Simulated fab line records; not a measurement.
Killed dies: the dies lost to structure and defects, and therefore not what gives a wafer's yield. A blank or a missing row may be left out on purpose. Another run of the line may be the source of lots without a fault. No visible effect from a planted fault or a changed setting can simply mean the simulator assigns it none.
fab line records + flow sky130 + part 2 of 2: steps 31 to 37 of 37
record:
- lots: 5
- wafers: 15
- lastDay: 50
route steps=708 shown METAL3@534 CAPM@537
lots with no fault: from the same line, run without faults
startH: hours from the record's opening day to when the first of the lot's shown wafers began + waitH: hours from the lot's prior step to this one + " unchanged from the row above + L1.1+2: one row covering several wafers at once + - no value present, or no start provided + * or withheld: withheld + < > ~ a bound
route shown NAME@n: names a module that has steps shown in the file, with the first one's number in the route + usual: mean and standard deviation over wafers with no fault + same: alike in all rows + chamber/n: place in a boat + sites: readings site by site + _std_site: the standard deviation of these + _edge_site: the outer-site mean with the inner-site mean subtracted + radiusMm: how far each site lies from the wafer's centre + mask NAME#n: copy n + behind: tool/chamber where the wafer was last shaped + hold: cause of the lot's hold/its duration in hours/its outcome + device: whichever transistor did not switch (one of n, p or np) + end of line: the tests these same wafers got at the end of their route + a step given without rows: its recipe and nothing more + killed: count of dies lost to structure and defects at first sort (not the wafer's yield) + map: dies across one wafer; x = killed, . = not, _ = none there
set.NAME: the run value of the setting; set.NAME@STEP: its run value at that earlier step + model.NAME: the simulator's own value behind a step, which no gauge read
lots at some steps of the route; a table a step, a row a wafer
services: a tool's chamber out of use, with start hour (startH, from the record's first day; less than 0 if before it), hours out, and reason
== steps ==
step: SKY_METAL3_OVL_MEAS_14
usual:
- METAL3_OVL: 0/5.1
| lot.wafer | tool       | chamber | startH  | waitH | METAL3_OVL[nm] |
|-----------|------------|---------|---------|-------|----------------|
| L076.1    | overlay-01 | -       | 905.76  | 0.1   | 2              |
| L076.3    | "          | -       | "       | "     | -5             |
| L076.5    | "          | -       | "       | "     | -10            |
| L079.1    | overlay-02 | -       | 935.75  | 0.1   | -6             |
| L079.3    | "          | -       | "       | "     | -3             |
| L079.4    | "          | -       | "       | "     | -11            |
| L085.2    | overlay-02 | -       | 976.05  | 0.1   | -2             |
| L085.3    | "          | -       | "       | "     | 1              |
| L085.6    | "          | -       | "       | "     | -5             |
| L089.2    | overlay-02 | -       | 1003.55 | 0.1   | -8             |
| L089.3    | "          | -       | "       | "     | -1             |
| L089.6    | "          | -       | "       | "     | -1             |
| L097.3    | overlay-01 | -       | 1065.62 | 0.1   | -6             |
| L097.5    | "          | -       | "       | "     | -8             |
| L097.6    | "          | -       | "       | "     | -6             |
step: SKY_METAL3_DESCUM_15
recipe:
- chemistry: O2
- sourcePowerW: 150
- biasPowerW: 0
- pressureMtorr: 10
- tempC: 40
- timeS: 8
usual:
- drypumpMotorCurrentA: 6.3/0.33
- oesProductAu: 0.999/0.012
- rfFwdPowerW: 147.0/0.72
| lot.wafer | tool        | chamber | startH  | waitH | drypumpMotorCurrentA | oesProductAu | rfFwdPowerW | rfHoursCounterH |
|-----------|-------------|---------|---------|-------|----------------------|--------------|-------------|-----------------|
| L076.1    | rieMetal-02 | 0       | 905.79  | 0.0   | 6.6                  | 0.989        | 147.6       | 4               |
| L076.3    | "           | 0       | "       | "     | 6.6                  | 0.994        | 147.4       | -               |
| L076.5    | "           | 0       | "       | "     | 6.6                  | 0.994        | 147.2       | -               |
| L079.1    | rieMetal-04 | 0       | 935.79  | 0.0   | 5.8                  | 1.009        | 147.6       | 13              |
| L079.3    | "           | 1       | "       | "     | 6.4                  | 1.004        | 148.1       | -               |
| L079.4    | "           | 0       | "       | "     | 5.7                  | 1.008        | 146.8       | -               |
| L085.2    | rieMetal-03 | 1       | 976.08  | 0.0   | 5.8                  | 1.014        | 146.1       | 8               |
| L085.3    | "           | 1       | "       | "     | 5.8                  | 1.018        | 146.3       | -               |
| L085.6    | "           | 0       | "       | "     | 6.3                  | 0.993        | 147.7       | -               |
| L089.2    | rieMetal-02 | 1       | 1003.58 | 0.0   | 6.6                  | 0.984        | 146.3       | 5               |
| L089.3    | "           | 1       | "       | "     | 6.6                  | 0.978        | 146.4       | -               |
| L089.6    | "           | 0       | "       | "     | 6.6                  | 0.989        | 146.9       | -               |
| L097.3    | rieMetal-03 | 0       | 1065.65 | 0.0   | 6.3                  | 1.001        | 147.8       | -               |
| L097.5    | "           | 0       | "       | "     | 6.3                  | 1.004        | 148.6       | -               |
| L097.6    | "           | 1       | "       | "     | 5.8                  | 1.012        | 146.3       | -               |
step: SKY_METAL3_ETCH_16
recipe:
- chemistry: N2/H2
- target: BARC
- ionEnergyEv: 200
- biasW: 100
- pressureMtorr: 30
- n2FlowSccm: 100
- h2FlowSccm: 200
- icpW: 500
- stopOn: SiO2
- timeS: 88.2
- targetDepthA: 600
usual:
- drypumpMotorCurrentA: 6.3/0.33
- oesProductAu: 0.625/0.0045
- rfFwdPowerW: 496.8/1.7
- throttleValvePct: 13.206/0.0093
| lot.wafer | tool        | chamber | startH  | waitH | drypumpMotorCurrentA | oesProductAu | rfFwdPowerW | rfHoursCounterH | throttleValvePct |
|-----------|-------------|---------|---------|-------|----------------------|--------------|-------------|-----------------|------------------|
| L076.1    | rieMetal-02 | 0       | 905.86  | 0.1   | 6.6                  | 0.624        | 497.1       | 5               | 13.195           |
| L076.3    | "           | 0       | "       | "     | 6.6                  | 0.622        | 493.5       | -               | 13.213           |
| L076.5    | "           | 0       | "       | "     | 6.6                  | 0.623        | 496.8       | -               | 13.191           |
| L079.1    | rieMetal-04 | 0       | 935.82  | 0.0   | 5.8                  | 0.627        | 497.3       | 13              | 13.208           |
| L079.3    | "           | 1       | "       | "     | 6.4                  | 0.628        | 500.9       | -               | 13.207           |
| L079.4    | "           | 0       | "       | "     | 5.7                  | 0.633        | 496.9       | -               | 13.198           |
| L085.2    | rieMetal-03 | 1       | 976.11  | 0.0   | 5.8                  | 0.628        | 499.8       | 8               | 13.196           |
| L085.3    | "           | 1       | "       | "     | 5.8                  | 0.619        | 497.0       | -               | 13.222           |
| L085.6    | "           | 0       | "       | "     | 6.3                  | 0.635        | 496.3       | -               | 13.207           |
| L089.2    | rieMetal-02 | 1       | 1003.61 | 0.0   | 6.6                  | 0.630        | 499.1       | 5               | 13.202           |
| L089.3    | "           | 1       | "       | "     | 6.6                  | 0.621        | 497.0       | -               | 13.217           |
| L089.6    | "           | 0       | "       | "     | 6.6                  | 0.623        | 495.7       | -               | 13.213           |
| L097.3    | rieMetal-03 | 0       | 1065.70 | 0.0   | 6.3                  | 0.620        | 497.4       | -               | 13.197           |
| L097.5    | "           | 0       | "       | "     | 6.3                  | 0.622        | 498.8       | -               | 13.210           |
| L097.6    | "           | 1       | "       | "     | 5.8                  | 0.627        | 497.8       | -               | 13.193           |
step: SKY_METAL3_ETCH_17
recipe:
- target: SiO2
- stopOn: TiN
- chemistry: C4F8/O2/Ar
- sourceW: 1500
- biasW: 1200
- pressureMtorr: 40
- c4f8FlowSccm: withheld
- O2_flow_sccm: 6
- Ar_flow_sccm: 300
- timeS: 3.9
- targetDepthA: 150
usual:
- oesProductAu: 0.756/0.0087
- rfFwdPowerW: 1471/7.9
| lot.wafer | tool       | chamber | startH  | waitH | oesProductAu | rfFwdPowerW | rfHoursCounterH |
|-----------|------------|---------|---------|-------|--------------|-------------|-----------------|
| L076.1    | rieDiel-02 | 2       | 906.05  | 0.2   | 0.753        | 1480        | 17              |
| L076.3    | "          | 1       | "       | "     | 0.752        | 1461        | 22              |
| L076.5    | "          | 0       | "       | "     | 0.747        | 1471        | -               |
| L079.1    | rieDiel-02 | 1       | 935.92  | 0.1   | 0.759        | 1461        | 23              |
| L079.3    | "          | 3       | "       | "     | 0.759        | 1469        | 21              |
| L079.4    | "          | 2       | "       | "     | 0.769        | 1479        | 18              |
| L085.2    | rieDiel-03 | 1       | 976.21  | 0.1   | 0.761        | 1466        | 17              |
| L085.3    | "          | 0       | "       | "     | 0.759        | 1485        | 13              |
| L085.6    | "          | 1       | "       | "     | 0.767        | 1467        | -               |
| L089.2    | rieDiel-03 | 0       | 1003.71 | 0.1   | 0.748        | 1476        | 13              |
| L089.3    | "          | 2       | "       | "     | 0.765        | 1465        | 22              |
| L089.6    | "          | 2       | "       | "     | 0.764        | 1464        | -               |
| L097.3    | rieDiel-01 | 1       | 1065.77 | 0.0   | 0.757        | 1469        | 19              |
| L097.5    | "          | 1       | "       | "     | 0.756        | 1462        | -               |
| L097.6    | "          | 0       | "       | "     | 0.755        | 1478        | -               |
step: SKY_METAL3_METAL_ETCH_18
recipe:
- targetDepthA: 8450
- stopOn: SiO2
- overEtchFrac: 0.3
- timeS: 183.1
- chemistry: Cl2/BCl3
- resistSidewallDeg: 88
- pressureMtorr: 9.661
- icpW: 900
- biasW: 48.5
- Cl2_flow_sccm: 60
- bcl3FlowSccm: 30
usual:
- drypumpMotorCurrentA: 6.2/0.32
- oesProductAu: 0.868/0.0064
- rfFwdPowerW: 896.6/2.6
- throttleValvePct: 22.680/0.0085
same:
- overEtchFrac: 0.3
| lot.wafer | tool        | chamber | startH  | waitH | drypumpMotorCurrentA | oesProductAu | rfFwdPowerW | rfHoursCounterH | throttleValvePct |
|-----------|-------------|---------|---------|-------|----------------------|--------------|-------------|-----------------|------------------|
| L076.1    | rieMetal-03 | 1       | 906.07  | 0.0   | 5.8                  | 0.855        | 895.0       | 5               | 22.675           |
| L076.3    | "           | 1       | "       | "     | 5.8                  | 0.875        | 889.4       | -               | 22.688           |
| L076.5    | "           | 0       | "       | "     | 6.3                  | 0.866        | 895.4       | -               | 22.679           |
| L079.1    | rieMetal-02 | 1       | 935.94  | 0.0   | 6.6                  | 0.887        | 892.5       | 1               | 22.668           |
| L079.3    | "           | 1       | "       | "     | 6.6                  | 0.871        | 891.8       | -               | 22.670           |
| L079.4    | "           | 1       | "       | "     | 6.6                  | 0.875        | 893.2       | -               | 22.684           |
| L085.2    | rieMetal-02 | 1       | 976.23  | 0.0   | 6.5                  | 0.868        | 902.4       | 3               | 22.675           |
| L085.3    | "           | 0       | "       | "     | 6.6                  | 0.874        | 900.7       | -               | 22.686           |
| L085.6    | "           | 0       | "       | "     | 6.6                  | 0.865        | 897.7       | -               | 22.667           |
| L089.2    | rieMetal-03 | 0       | 1003.73 | 0.0   | 6.3                  | 0.868        | 898.6       | 18              | 22.667           |
| L089.3    | "           | 1       | "       | "     | 5.8                  | 0.866        | 893.0       | -               | 22.696           |
| L089.6    | "           | 1       | "       | "     | 5.8                  | 0.865        | 894.0       | -               | 22.673           |
| L097.3    | rieMetal-04 | 0       | 1065.85 | 0.1   | 5.7                  | 0.876        | 898.6       | -               | 22.681           |
| L097.5    | "           | 1       | "       | "     | 6.3                  | 0.867        | 895.2       | -               | 22.662           |
| L097.6    | "           | 0       | "       | "     | 5.8                  | 0.867        | 898.0       | -               | 22.687           |
step: SKY_METAL3_STRIP_19
recipe:
- chemistry: O2/N2
- powerW: 1400
- pressureMtorr: 1500
- platenTempC: withheld
- o2FlowSccm: 3000
- n2FlowSccm: 300
- overashFraction: 0.5
usual:
- drypumpMotorCurrentA: 6.0/0.52
- oesProductAu: 0.503/0.0059
- stripTimeToEndpointS: 6.57/0.089
| lot.wafer | tool           | chamber | startH  | waitH | drypumpMotorCurrentA | oesProductAu | rfHoursCounterH | stripTimeToEndpointS |
|-----------|----------------|---------|---------|-------|----------------------|--------------|-----------------|----------------------|
| L076.1    | plasmaAsher-04 | 0       | 906.25  | 0.1   | 6.5                  | 0.489        | 75              | 6.44                 |
| L076.3    | "              | 1       | "       | "     | 5.3                  | 0.503        | -               | 6.39                 |
| L076.5    | "              | 0       | "       | "     | 6.5                  | 0.508        | -               | 6.64                 |
| L079.1    | plasmaAsher-01 | 1       | 936.29  | 0.3   | 6.5                  | 0.493        | 20              | 6.70                 |
| L079.3    | "              | 1       | "       | "     | 6.5                  | 0.513        | -               | 6.69                 |
| L079.4    | "              | 0       | "       | "     | 5.8                  | 0.496        | -               | 6.68                 |
| L085.2    | plasmaAsher-04 | 0       | 976.41  | 0.1   | 6.5                  | 0.501        | 84              | 6.63                 |
| L085.3    | "              | 0       | "       | "     | 6.5                  | 0.501        | -               | 6.56                 |
| L085.6    | "              | 1       | "       | "     | 5.3                  | 0.512        | -               | 6.53                 |
| L089.2    | plasmaAsher-01 | 1       | 1003.91 | 0.1   | 6.5                  | 0.503        | 29              | 6.51                 |
| L089.3    | "              | 0       | "       | "     | 5.8                  | 0.498        | -               | 6.37                 |
| L089.6    | "              | 0       | "       | "     | 5.8                  | 0.504        | -               | 6.39                 |
| L097.3    | plasmaAsher-01 | 1       | 1066.00 | 0.1   | 6.5                  | 0.499        | -               | 6.58                 |
| L097.5    | "              | 0       | "       | "     | 5.8                  | 0.509        | -               | 6.56                 |
| L097.6    | "              | 1       | "       | "     | 6.5                  | 0.503        | -               | 6.54                 |
step: SKY_METAL3_STRIP_20
recipe:
- chemistry: postEtchResidueRemover
- timeS: 1200
- tempC: 72.5
usual:
- bathHeatDutyPct: 13.5/1.7
| lot.wafer | tool        | chamber | startH  | waitH | bathHeatDutyPct |
|-----------|-------------|---------|---------|-------|-----------------|
| L076.1    | wetBench-01 | 3       | 906.35  | 0.1   | 16.1            |
| L076.3    | "           | 3       | "       | "     | 17.4            |
| L076.5    | "           | 3       | "       | "     | 15.8            |
| L079.1    | wetBench-02 | 2       | 936.39  | 0.1   | 12.5            |
| L079.3    | "           | 2       | "       | "     | 13.0            |
| L079.4    | "           | 2       | "       | "     | 12.1            |
| L085.2    | wetBench-01 | 0       | 976.51  | 0.1   | 12.4            |
| L085.3    | "           | 0       | "       | "     | 13.8            |
| L085.6    | "           | 0       | "       | "     | 13.4            |
| L089.2    | wetBench-01 | 0       | 1004.01 | 0.1   | 12.3            |
| L089.3    | "           | 0       | "       | "     | 14.0            |
| L089.6    | "           | 0       | "       | "     | 13.9            |
| L097.3    | wetBench-02 | 2       | 1066.07 | 0.0   | 10.9            |
| L097.5    | "           | 2       | "       | "     | 12.1            |
| L097.6    | "           | 2       | "       | "     | 12.2            |
== services ==
| tool            | chamber | startH  | hours | kind   |
|-----------------|---------|---------|-------|--------|
| plasmaAsher-04  | -       | 830.65  | 1.9   | repair |
| wetBench-01     | -       | 834.63  | 35.1  | pm     |
| krfScanner-02   | -       | 867.11  | 0.8   | pm     |
| pvdSputter-01   | -       | 873.09  | 9.9   | repair |
| rieMetal-03     | 0       | 888.68  | 1.4   | repair |
| krfScanner-02   | -       | 925.13  | 1.3   | pm     |
| krfScanner-02   | -       | 927.11  | 1.0   | pm     |
| wetBench-01     | -       | 933.53  | 3.2   | repair |
| rieMetal-02     | 0       | 934.78  | 5.6   | repair |
| ilineStepper-01 | -       | 938.80  | 1.7   | pm     |
| rieMetal-02     | 1       | 946.32  | 1.4   | repair |
| pvdSputter-01   | -       | 953.83  | 4.6   | repair |
| pecvd-02        | -       | 959.92  | 0.8   | repair |
| krfScanner-02   | -       | 960.36  | 0.6   | repair |
| wetBench-03     | -       | 962.30  | 1.9   | pm     |
| wetBench-02     | -       | 995.87  | 1.1   | repair |
| wetBench-01     | -       | 1016.31 | 1.9   | pm     |
| rieMetal-03     | -       | 1023.00 | 19.2  | repair |
| krfScanner-02   | -       | 1035.91 | 0.8   | pm     |
| rieMetal-04     | 0       | 1043.23 | 22.2  | repair |
| wetBench-01     | -       | 1050.46 | 6.2   | repair |
| rieMetal-03     | -       | 1050.76 | 0.2   | repair |
| rieMetal-02     | -       | 1053.13 | 0.3   | repair |
| krfScanner-02   | -       | 1063.95 | 1.0   | repair |
